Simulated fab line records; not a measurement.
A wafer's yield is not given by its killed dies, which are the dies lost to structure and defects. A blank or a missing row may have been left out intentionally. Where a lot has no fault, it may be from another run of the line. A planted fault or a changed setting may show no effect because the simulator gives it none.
Comparing a struck lot with a sound one    flow sky130    15 steps out of a route of 708
Sound: these wafers, L860.3, L860.5, L860.6. The struck wafers were L863.3, L863.5, L863.6. Last of all comes the cause.
For every step that has rows: the tool of each side, followed by ch and its chambers, followed by its first start. Under that, the readings that differ: sound wafers    struck wafers    difference of the means    sigmas: that difference in standard deviations of wafers without a fault.
alike: same words and numbers on both sides, and readings whose means sit less than 2 such deviations apart. not compared: any withheld reading, any reading some wafer has no value for, any bound like >300 that may hide the same value, and any number with overlapping values for which the record gives no deviation.
Wherever a step has rows on one side only, a row that says differs or no value, or a row with sigmas, the two part there. Numbers that don't overlap but have no deviation are shown without sigmas and don't part them. A reading that every wafer of one side lacks parts them only if that side has two wafers or more.

first, 3 steps without rows for these wafers: SKY_VIA2_EXPOSE_09 (exposes mask VIM2, target cd 200 nm); SKY_VIA2_PEB_10; SKY_VIA2_DEVELOP_11 (develop time 60 s).
SKY_VIA2_CD_MEAS_12 targets a cd of 200 nm.
  sound on cd_sem-01 at day 36 16:59; struck on cd_sem-01 at day 38 03:59
  alike: cd_nm
SKY_VIA2_OVL_MEAS_13:
  sound on overlay-02 at day 36 17:05; struck on overlay-01 at day 38 04:05
  alike: VIA2_OVL
SKY_VIA2_ETCH_14: etches BARC in N2/H2, stops on SiO2, time 45.9 s, target depth 60 nm.
  sound on rie_diel-02 ch 0,1,3, day 36 17:07; struck on rie_diel-01 ch 0,1,2, day 38 04:07
  alike: bias_w, drypump_motor_current_A, oes_product_au, throttle_valve_pct
  not compared: rf_hours_counter_h
SKY_VIA2_ETCH_15: etches SiO2 in C4F8/O2/Ar, stops on TiN, target depth 546 nm, time 84 s.
  sound on rie_diel-02 ch 0,1,3, day 36 17:09; struck on rie_diel-01 ch 0,1,2, day 38 04:09
  alike: bias_w, oes_product_au
  not compared: rf_hours_counter_h
SKY_VIA2_STRIP_16: strips in O2/N2.
  sound on plasma_asher-02 ch 0,1, day 36 17:15; struck on plasma_asher-02 ch 0,1, day 38 04:15
  alike: drypump_motor_current_A, oes_product_au, strip_time_to_endpoint_s
  not compared: rf_hours_counter_h
then, 3 steps without rows for these wafers: SKY_VIA2_STRIP_17 (strips in post etch residue remover, time 1200 s); SKY_VIA2_CLEAN_18 (cleans in IPA, time 180 s); SKY_VIA2_CLEAN_19 (cleans in O3/DIW).
SKY_VIA2_SPUTTER_20: material TiN, target thk 20 nm, time 80 s.
  sound on pvd_sputter-04 at day 36 17:51; struck on pvd_sputter-04 at day 38 04:49
  alike: throttle_valve_pct
SKY_VIA2_CVD_21: deposits W, target thk 420 nm, time 126.4 s.
  sound on cvd_w-01 ch 0,1, day 36 17:57; struck on cvd_w-01 ch 0,1, day 38 04:56
reading                       sound              struck             difference  sigmas
chamber_pressure_Torr (Torr)  39.94 39.93 39.97  41.47 41.52 41.39  +1.51       +18
  alike: heater_power_w
SKY_VIA2_RS_MEAS_22: uses a four-point probe to measure.
  sound on film_metro-02 at day 36 18:05; struck on film_metro-03 at day 38 05:03
  alike: VIA2_W_RS
SKY_PAD_OPEN_PROBE_99:
  the record holds rows for the sound wafers here (prober-01, day 46 03:04) but none for the struck ones

## WHERE THEY PART
At SKY_VIA2_CVD_21 first; at SKY_PAD_OPEN_PROBE_99 last (within this record only).

WHY: whatever the simulator had introduced
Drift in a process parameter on cvd_w-01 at SKY_VIA2_CVD_21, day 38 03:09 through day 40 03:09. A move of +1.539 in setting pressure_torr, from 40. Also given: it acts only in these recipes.
